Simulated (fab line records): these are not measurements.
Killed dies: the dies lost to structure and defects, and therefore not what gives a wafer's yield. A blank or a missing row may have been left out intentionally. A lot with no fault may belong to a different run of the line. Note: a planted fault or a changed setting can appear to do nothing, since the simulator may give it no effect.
fab line records | flow sky130
record: lots: 6 wafers: 18 last-day: 50
route steps=708 shown NWELL@82 PWDE@84 VT_ADJUST_HVTP@85 PAD_OPEN@708
lots with no fault: from the same line, run without faults
start-h: hours from the record's opening day to when the first of the lot's shown wafers began | wait-h: hours elapsed since this lot's preceding step | " unchanged from the row above | L1.1+2: one row covering several wafers at once | - no value, or no start was given | * or withheld: withheld | < > ~ a bound
route shown NAME@n: names a module that has steps shown in the file, with the first one's number in the route | usual: the fault-free wafers' mean and standard deviation | same: alike in all rows | chamber/n: place in a boat | sites: readings site by site | _std_site: the values' standard deviation | _edge_site: outer sites' mean less inner sites' | radius-mm: for every site, how far away it sits from the centre of the wafer | mask NAME#n: copy n | behind: the tool/chamber that last shaped the wafer | hold: reason for holding the lot/hours on hold/outcome of the hold | device: whichever transistor did not switch (one of n, p or np) | end of line: at the end of the route, the tests of the same wafers | where a step has no rows: the recipe by itself | killed: the dies lost at the first sort to structure and to defects; this is not the yield of the wafer | map: per-die view of a wafer (x killed, . not killed, _ where there is no die)
set.NAME: the setting as run; set.NAME@STEP: as run at that earlier step | model.NAME: the simulator's own value behind a step, which no gauge read
lots at some steps of the route; a table a step, a row a wafer
services: from which hour (start-h, from the record's first day; less than 0 if before it) a tool's chamber was out of use, for how many hours, and why
== steps ==
step: SKY_NWELL_RS_MEAS_29
recipe: thk-meas-gauge: four-point-probe
usual: NWELL_RS: 625.5/1.6
columns lot.wafer tool chamber start-h wait-h NWELL_RS[ohm/sq]
L359.3 film-metro-04 - 106.55 0.1 625.8
L359.4 " - " " 625.5
L359.6 " - " " 626.3
L365.1 film-metro-01 - 143.02 0.1 623.5
L365.3 " - " " 624.2
L365.4 " - " " 623.5
L376.1 film-metro-04 - 221.26 0.2 626.1
L376.4 " - " " 624.2
L376.5 " - " " 625.4
L375.2 film-metro-02 - 222.23 0.1 625.1
L375.5 " - " " 624.7
L375.6 " - " " 625.4
L378.1 film-metro-02 - 231.66 0.1 625.7
L378.3 " - " " 627.1
L378.5 " - " " 625.9
L380.1 film-metro-01 - 240.31 0.1 624.4
L380.4 " - " " 623.4
L380.6 " - " " 625.5
step: SKY_NWELL_RS_MEAS_31
recipe: thk-meas-gauge: four-point-probe
usual: PWDE_RS: 5283/19
columns lot.wafer tool chamber start-h wait-h PWDE_RS[ohm/sq]
L359.3 film-metro-04 - 106.79 0.1 5279
L359.4 " - " " 5289
L359.6 " - " " 5287
L365.1 film-metro-01 - 143.26 0.1 5250
L365.3 " - " " 5276
L365.4 " - " " 5270
L376.1 film-metro-04 - 221.50 0.1 5291
L376.4 " - " " 5295
L376.5 " - " " 5287
L375.2 film-metro-02 - 222.47 0.1 5274
L375.5 " - " " 5278
L375.6 " - " " 5298
L378.1 film-metro-02 - 231.90 0.1 5263
L378.3 " - " " 5291
L378.5 " - " " 5294
L380.1 film-metro-01 - 240.55 0.1 5259
L380.4 " - " " 5251
L380.6 " - " " 5245
step: SKY_VT_ADJUST_HVTP_DEHYDRATE_00
recipe: temp-c: 200 time-s: 60
step: SKY_VT_ADJUST_HVTP_HMDS_01
recipe: prime-time-s: 60 prime-temp-c: 120
step: SKY_VT_ADJUST_HVTP_COAT_02
recipe: resist: NOVOLAK spin-rpm: 3000 resist-thk-nm: 1140
step: SKY_VT_ADJUST_HVTP_SOFTBAKE_03
recipe: temp-c: 90 time-s: 60 resist: NOVOLAK
step: SKY_VT_ADJUST_HVTP_EXPOSE_04
recipe: mask-id: HVTPM na: 0.6 source-shape: conventional sigma-outer: 0.6 polarization: unpolarized target-cd-nm: 380 dose-mj: 140
step: SKY_VT_ADJUST_HVTP_PEB_05
recipe: temp-c: withheld time-s: * resist: NOVOLAK
step: SKY_VT_ADJUST_HVTP_DEVELOP_06
recipe: resist: NOVOLAK developer: TMAH develop-time-s: 60 dev-temp-c: 23
step: SKY_VT_ADJUST_HVTP_CD_MEAS_07
recipe: target-cd-nm: 380
usual: cd-nm: 379.5/2.3
columns lot.wafer tool chamber start-h wait-h cd-nm
L359.3 cd-sem-02 - 124.29 0.1 376.8
L359.4 " - " " 378.9
L359.6 " - " " 377.5
L365.1 cd-sem-02 - 162.65 0.1 379.2
L365.3 " - " " 381.0
L365.4 " - " " 379.5
L376.1 cd-sem-01 - 244.10 0.1 377.2
L376.4 " - " " 376.8
L376.5 " - " " 375.5
L375.2 cd-sem-02 - 244.82 0.1 380.8
L375.5 " - " " 383.0
L375.6 " - " " 382.9
L378.1 cd-sem-02 - 254.45 0.1 379.3
L378.3 " - " " 379.1
L378.5 " - " " 381.4
L380.1 cd-sem-02 - 263.36 0.1 380.4
L380.4 " - " " 380.3
L380.6 " - " " 380.4
step: SKY_VT_ADJUST_HVTP_OVL_MEAS_08
usual: VT_ADJUST_HVTP_OVL: 0.6/1.5
columns lot.wafer tool chamber start-h wait-h VT_ADJUST_HVTP_OVL[nm]
L359.3 overlay-02 - 124.39 0.1 -0.4
L359.4 " - " " -1.4
L359.6 " - " " -1.6
L365.1 overlay-02 - 162.77 0.1 2.5
L365.3 " - " " 2.7
L365.4 " - " " 1.5
L376.1 overlay-01 - 244.22 0.1 -0.7
L376.4 " - " " 0.8
L376.5 " - " " 1.9
L375.2 overlay-02 - 244.93 0.1 -1.5
L375.5 " - " " 1.0
L375.6 " - " " -0.5
L378.1 overlay-02 - 254.57 0.1 -0.2
L378.3 " - " " 0.5
L378.5 " - " " -1.1
L380.1 overlay-02 - 263.48 0.1 0.6
L380.4 " - " " 0.9
L380.6 " - " " -0.2
step: SKY_VT_ADJUST_HVTP_IMPLANT_09
recipe: species: As energy-kev: 150 dose-cm2: 4.3e+12 tilt-deg: withheld
usual: beam-energy-keV: 150.00/0.046
columns lot.wafer tool chamber start-h wait-h beam-energy-keV model.implant.rp-nm model.implant.drp-nm
L359.3 implanter-01 0 124.46 0.1 149.95 82.35 33.4
L359.4 " 0 " " 149.99 82.35 33.4
L359.6 " 0 " " 150.04 82.35 33.4
L365.1 implanter-02 0 162.81 0.0 149.98 83.98 33.4
L365.3 " 0 " " 149.95 83.98 33.4
L365.4 " 0 " " 149.95 83.98 33.4
L376.1 implanter-01 0 244.26 0.0 155.40 86.31 34.41
L376.4 " 0 " " 155.47 86.31 34.41
L376.5 " 0 " " 155.43 86.31 34.41
L375.2 implanter-01 0 244.98 0.0 155.40 84.73 34.41
L375.5 " 0 " " 155.51 84.73 34.41
L375.6 " 0 " " 155.46 84.73 34.41
L378.1 implanter-04 0 254.61 0.0 149.97 81.56 33.4
L378.3 " 0 " " 149.98 81.56 33.4
L378.5 " 0 " " 149.98 81.56 33.4
L380.1 implanter-02 0 263.52 0.0 150.04 86.75 33.4
L380.4 " 0 " " 149.97 86.75 33.4
L380.6 " 0 " " 150.01 86.75 33.4
step: SKY_VT_ADJUST_HVTP_STRIP_10
recipe: chemistry: O2/N2 power-w: 1400 pressure-mtorr: 1500 platen-temp-c: withheld o2-flow-sccm: 3000 n2-flow-sccm: 300 overash-fraction: 0.5
usual: drypump-motor-current-A: 5.5/0.36 oes-product-au: 0.716/0.0049 strip-time-to-endpoint-s: 14.18/0.038
columns lot.wafer tool chamber start-h wait-h drypump-motor-current-A oes-product-au rf-hours-counter-h strip-time-to-endpoint-s
L359.3 plasma-asher-02 0 124.59 0.1 5.8 0.711 - 14.13
L359.4 " 1 " " 5.6 0.718 - 14.15
L359.6 " 0 " " 5.9 0.717 - 14.14
L365.1 plasma-asher-03 1 162.96 0.1 5.9 0.710 49 14.19
L365.3 " 0 " " 4.8 0.719 - 14.19
L365.4 " 1 " " 5.9 0.715 - 14.22
L376.1 plasma-asher-01 0 244.41 0.1 5.2 0.717 57 14.16
L376.4 " 0 " " 5.3 0.711 - 14.19
L376.5 " 1 " " 5.4 0.716 - 14.16
L375.2 plasma-asher-03 0 245.11 0.1 4.8 0.721 57 14.17
L375.5 " 0 " " 4.8 0.712 - 14.20
L375.6 " 1 " " 5.8 0.725 - 14.19
L378.1 plasma-asher-02 0 254.76 0.1 5.9 0.718 42 14.16
L378.3 " 1 " " 5.5 0.715 - 14.17
L378.5 " 1 " " 5.5 0.708 - 14.15
L380.1 plasma-asher-02 0 263.67 0.1 5.8 0.726 44 14.24
L380.4 " 0 " " 5.8 0.714 - 14.20
L380.6 " 1 " " 5.6 0.719 - 14.24
step: SKY_PAD_OPEN_PROBE_99
usual: killed_at_M0_to_M3: 42/6.3 killed_at_M4_up: 3.2/1.9 killed-at-contacts: 24/5.8 killed-at-front-end: 15/4.3 killed-at-other: 0.2/0.62 killed-dies: 85/9.3 killed-on-rim: 16/3.3 killed-open: 46/6.8 killed-short: 38/6.1
same: gross-dies: 492 killed-at-back-side: 0
columns lot.wafer tool chamber start-h wait-h killed_at_M0_to_M3 killed_at_M4_up killed-at-contacts killed-at-front-end killed-at-other killed-dies killed-on-rim killed-open killed-short
L376.1 prober-01 - 1179.69 0.1 36 3 24 14 0 77 15 42 35
L376.4 prober-01 - 1179.84 0.2 47 5 23 20 0 95 15 43 52
L376.5 prober-01 - 1179.89 0.2 43 3 24 10 0 80 14 47 33
L378.1 prober-02 - 1185.08 0.1 43 1 31 17 4 96 22 59 35
L378.3 prober-02 - 1185.18 0.2 47 2 17 15 1 82 13 38 44
L378.5 prober-02 - 1185.28 0.2 41 2 23 15 0 81 16 46 35
killed by level:class
L376.1 CONTACT:geometric-particle:open=17 METAL2:geometric-particle:short=8 FIELD_ISO:geometric-particle:open=4 POLY_GATE:geometric-particle:open=4 VIA1:geometric-particle:open=4 METAL1:geometric-particle:short=4 VIA2:geometric-particle:open=4 METAL3:geometric-particle:short=4
L376.4 CONTACT:geometric-particle:open=10 FIELD_ISO:geometric-particle:short=9 VIA3:geometric-particle:short=9 VIA2:geometric-particle:open=8 VIA1:geometric-particle:open=7 VIA3:geometric-particle:open=6 LI_CONTACT:geometric-particle:open=4 LOCAL_INTERCONNECT:geometric-particle:short=4
L376.5 VIA1:geometric-particle:open=11 CONTACT:geometric-particle:open=10 VIA2:geometric-particle:open=10 METAL1:geometric-particle:short=6 VIA1:geometric-particle:short=6 POLY_GATE:geometric-particle:open=5 LI_CONTACT:geometric-particle:open=4 LOCAL_INTERCONNECT:geometric-particle:short=4
L378.1 CONTACT:geometric-particle:open=12 VIA1:geometric-particle:open=11 LI_CONTACT:geometric-particle:open=9 METAL2:geometric-particle:short=7 VIA3:geometric-particle:open=6 VIA2:geometric-particle:open=4 FIELD_ISO:geometric-particle:short=3 FIELD_ISO:geometric-particle:open=3
L378.3 METAL1:geometric-particle:short=10 VIA1:geometric-particle:open=8 VIA1:geometric-particle:short=7 METAL2:geometric-particle:short=7 SPACER:geometric-particle:open=6 LI_CONTACT:geometric-particle:open=5 CONTACT:geometric-particle:short=4 CONTACT:geometric-particle:open=4
L378.5 VIA2:geometric-particle:open=12 CONTACT:geometric-particle:open=8 LI_CONTACT:geometric-particle:open=7 METAL2:geometric-particle:short=7 VIA1:geometric-particle:open=6 FIELD_ISO:geometric-particle:short=5 METAL1:geometric-particle:short=5 LOCAL_INTERCONNECT:geometric-particle:short=4
== services ==
columns tool chamber start-h hours kind
implanter-02 - 101.48 5.1 repair
implanter-01 - 105.45 2.0 repair
plasma-asher-03 - 124.51 0.5 repair
implanter-01 - 125.32 23.5 pm
implanter-01 - 175.24 4.0 repair
implanter-01 - 188.42 3.1 repair
implanter-04 - 196.25 0.5 repair
implanter-04 - 218.58 2.1 pm
implanter-01 - 230.74 1.0 repair
plasma-asher-01 - 247.52 18.3 repair
implanter-02 - 259.48 3.7 repair
== key ==
first-sign: step: SKY_VT_ADJUST_HVTP_IMPLANT_09 reading: beam-energy-keV direction: up sigmas: 99+ usual: * struck: *
effect none on later readings
model-effect: step: SKY_VT_ADJUST_HVTP_IMPLANT_09 value: implant.rp-nm without: 82.68 struck: 85.52
met-at SKY_VT_ADJUST_HVTP_IMPLANT_09
struck-wafers L375.2,L375.5,L375.6,L376.1,L376.4,L376.5
tester-left-out L375,L376
onset-between 124.46 244.26
fault: kind: process-parameter-drift tool: implanter-01 chamber: - onset-h: 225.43 steps: SKY_VT_ADJUST_HVTP_IMPLANT_09 channel: energy-kev offset: * shape: step end-h: 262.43 acts-in: * stated: *
tester-left-out: of these lots the tester's yield and bins aren't shown, on N5 and GAA mostly nor the transistor test; their killed dies are dies lost to structure and defects alone, not to doping, threshold or leakage, so they don't give the yield
